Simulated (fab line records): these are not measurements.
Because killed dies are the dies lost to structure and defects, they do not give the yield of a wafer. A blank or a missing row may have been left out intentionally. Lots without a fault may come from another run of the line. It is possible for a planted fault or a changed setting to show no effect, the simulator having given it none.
What tool caused it? + flow gf180mcu + Sampling: 13 lots, 39 wafers, 6 of 602 route steps

== WHAT EACH GAUGE READ, for each wafer ==
GF_VT_IMPLANT_OVL_MEAS_40. Usual: VT_IMPLANT_03_OVL typically reads 0.6 nm, with standard deviation 1.4.
| lot  | measured     | on         | VT_IMPLANT_03_OVL (nm) | flag |
|------|--------------|------------|------------------------|------|
| L985 | day 7 10:48  | overlay-01 | -0.7 -0.2 -0.6         |      |
| L986 | day 7 18:03  | overlay-01 | -1.5 -0.4 -0.6         |      |
| L987 | day 8 00:05  | overlay-01 | 0.0 0.0 0.7            |      |
| L989 | day 8 12:28  | overlay-01 | 3.0 1.2 0.3            |      |
| L990 | day 8 19:16  | overlay-02 | - - -                  | OFF  |
| L991 | day 9 02:13  | overlay-02 | 0.5 -0.2 -0.5          |      |
| L993 | day 9 13:31  | overlay-02 | 4.3 2.4 3.1            |      |
| L999 | day 11 12:29 | overlay-01 | 0.5 1.2 0.4            |      |
| L101 | day 12 01:28 | overlay-01 | 0.9 0.4 -0.2           |      |
| L100 | day 12 02:03 | overlay-02 | 1.2 0.9 2.1            |      |
| L102 | day 12 08:57 | overlay-01 | 0.1 0.2 -1.7           |      |
| L105 | day 13 02:18 | overlay-02 | 1.9 1.1 2.2            |      |
| L106 | day 13 19:24 | overlay-02 | 2.7 2.0 2.0            |      |

GF_VT_IMPLANT_TW_MEAS_43. Usual: VT_IMPLANT_4_TW typically reads 693, with standard deviation 4.4.
| lot  | measured     | on            | VT_IMPLANT_4_TW | flag |
|------|--------------|---------------|-----------------|------|
| L985 | day 7 11:05  | film_metro-04 | 688 692 692     |      |
| L986 | day 7 18:20  | film_metro-04 | 688 688 685     |      |
| L987 | day 8 00:23  | film_metro-03 | 693 694 696     |      |
| L989 | day 8 12:46  | film_metro-03 | 694 693 696     |      |
| L990 | day 8 19:33  | film_metro-02 | 30 30 30        | OFF  |
| L991 | day 9 02:30  | film_metro-03 | 695 697 697     |      |
| L993 | day 9 13:49  | film_metro-02 | 692 691 692     |      |
| L999 | day 11 12:46 | film_metro-04 | 698 703 701     |      |
| L101 | day 12 01:45 | film_metro-03 | 695 694 696     |      |
| L100 | day 12 02:22 | film_metro-02 | 687 683 690     |      |
| L102 | day 12 09:14 | film_metro-02 | 687 688 691     |      |
| L105 | day 13 02:35 | film_metro-02 | 694 695 701     |      |
| L106 | day 13 19:41 | film_metro-03 | 695 699 698     |      |

GF_POLY_GATE_CD_MEAS_18. Usual: cd_nm reads 279.8 nm (standard deviation 2.5).
| lot  | measured     | on        | cd_nm (nm)        | flag |
|------|--------------|-----------|-------------------|------|
| L985 | day 9 07:24  | cd_sem-02 | 278.4 276.7 277.4 |      |
| L986 | day 9 11:26  | cd_sem-02 | 283.4 282.5 280.2 |      |
| L987 | day 9 19:01  | cd_sem-01 | 279.7 279.2 282.5 |      |
| L989 | day 10 07:52 | cd_sem-01 | 278.9 283.2 280.7 |      |
| L991 | day 10 23:07 | cd_sem-01 | 281.5 278.7 280.9 |      |
| L993 | day 11 09:26 | cd_sem-01 | 280.6 276.9 283.8 |      |
| L999 | day 13 11:14 | cd_sem-02 | 273.3 276.5 274.6 |      |
| L101 | day 14 01:41 | cd_sem-01 | 280.2 278.8 279.5 |      |
| L100 | day 14 05:57 | cd_sem-01 | 284.0 281.4 282.1 |      |
| L102 | day 14 10:31 | cd_sem-01 | 275.4 277.4 277.5 |      |
| L105 | day 15 03:43 | cd_sem-01 | 277.4 278.5 280.4 |      |
| L106 | day 15 23:32 | cd_sem-01 | 280.1 278.6 279.0 |      |

GF_HV_LDD_OVL_MEAS_20. Usual: HV_LDD_01_OVL typically reads 0.7 nm, with standard deviation 1.2.
| lot  | measured     | on         | HV_LDD_01_OVL (nm) | flag |
|------|--------------|------------|--------------------|------|
| L985 | day 10 18:28 | overlay-02 | 0.2 -0.3 -0.4      |      |
| L986 | day 10 23:23 | overlay-01 | -0.8 0.5 -0.2      |      |
| L987 | day 11 07:04 | overlay-01 | -1.1 -0.6 -0.2     |      |
| L989 | day 11 21:25 | overlay-01 | -0.3 -0.3 -0.6     |      |
| L991 | day 12 12:40 | overlay-02 | 1.8 1.7 1.4        |      |
| L993 | day 13 00:22 | overlay-01 | -0.5 0.4 0.5       |      |
| L999 | day 15 05:15 | overlay-02 | -0.5 -1.6 -1.9     |      |
| L101 | day 15 20:10 | overlay-02 | 3.5 3.0 1.0        |      |
| L100 | day 16 02:00 | overlay-02 | 1.4 0.3 1.0        |      |
| L102 | day 16 04:49 | overlay-02 | 2.6 0.7 1.8        |      |
| L105 | day 17 00:44 | overlay-01 | 0.1 1.0 1.3        |      |
| L106 | day 17 19:34 | overlay-02 | 0.4 0.5 1.9        |      |

GF_HV_LDD_CD_MEAS_46: target cd 400 nm. Usual: cd_nm reads 400.5 nm (standard deviation 2.4).
| lot  | measured     | on        | cd_nm (nm)        | flag |
|------|--------------|-----------|-------------------|------|
| L985 | day 12 08:52 | cd_sem-02 | 401.2 402.4 402.9 |      |
| L986 | day 12 13:11 | cd_sem-02 | 396.8 400.2 398.2 |      |
| L987 | day 12 21:47 | cd_sem-01 | 402.9 401.6 403.1 |      |
| L989 | day 13 13:21 | cd_sem-01 | 399.0 399.6 399.9 |      |
| L991 | day 14 05:40 | cd_sem-02 | 399.4 401.3 399.6 |      |
| L993 | day 14 18:36 | cd_sem-02 | 403.0 403.6 404.5 |      |
| L999 | day 17 02:09 | cd_sem-02 | 402.0 402.0 403.6 |      |
| L101 | day 17 18:11 | cd_sem-02 | 401.0 402.5 403.2 |      |
| L100 | day 17 23:08 | cd_sem-02 | 399.2 400.2 398.6 |      |
| L102 | day 18 03:35 | cd_sem-02 | 397.7 399.3 398.6 |      |
| L105 | day 18 23:19 | cd_sem-01 | 399.4 401.8 399.6 |      |
| L106 | day 19 20:03 | cd_sem-02 | 403.2 403.2 402.0 |      |

== EACH LOT AND THE TOOL THAT RAN IT (in order: tool; ch and the chambers of the sampled wafers; start) ==
| lot  | GF_VT_IMPLANT_EXPOSE_37             |
|------|-------------------------------------|
| L985 | iline_stepper-01 ch 0, day 7 03:21  |
| L986 | iline_stepper-02 ch 0, day 7 10:37  |
| L987 | iline_stepper-01 ch 0, day 7 16:05  |
| L989 | iline_stepper-01 ch 0, day 8 04:49  |
| L990 | iline_stepper-01 ch 0, day 8 10:46  |
| L991 | iline_stepper-02 ch 0, day 8 17:51  |
| L993 | iline_stepper-01 ch 0, day 9 05:38  |
| L999 | iline_stepper-02 ch 0, day 11 04:02 |
| L101 | iline_stepper-02 ch 0, day 11 15:45 |
| L100 | iline_stepper-01 ch 0, day 11 16:25 |
| L102 | iline_stepper-02 ch 0, day 11 23:47 |
| L105 | iline_stepper-02 ch 0, day 12 16:55 |
| L106 | iline_stepper-01 ch 0, day 13 09:15 |
- GF_VT_IMPLANT_EXPOSE_37: exposes mask Nwell HV AREA, target cd 860 nm.

== WHAT THE TOOLS THEMSELVES READ (means of the sampled wafers that have a number; where no wafer has one, the mark that the record gives instead) ==
The record holds no such reading with a usual standard deviation.

== THE ANSWER, worked out from the rows above alone ==
Rule: a lot is off if the mean of its wafers that have a number lies more than 3 standard deviations from the usual mean. Also off: a lot with no number at a reading for which 4 or more lots have one. All remaining lots with rows at the step are treated as sound. Order of review: gauges by route order, followed by the tools' own readings, for which a lot's mean as printed above is used. At the first step where some lot is off, the reading lying furthest off is the one used; lots without a number count as furthest.
Off: at GF_VT_IMPLANT_OVL_MEAS_40 (VT_IMPLANT_03_OVL), L990. Without a number there: L990.
If a tool, at a process step before that reading, ran all the lots that are off and no sound lot after the first of them, it fits. Not tried: the gauges at GF_VT_IMPLANT_OVL_MEAS_40; whatever is off there is also off at GF_VT_IMPLANT_TW_MEAS_43, on other tools, and gauge error can't account for it. Not one of the candidates tried fits.

== WHAT THE SIMULATOR HAD INSERTED ==
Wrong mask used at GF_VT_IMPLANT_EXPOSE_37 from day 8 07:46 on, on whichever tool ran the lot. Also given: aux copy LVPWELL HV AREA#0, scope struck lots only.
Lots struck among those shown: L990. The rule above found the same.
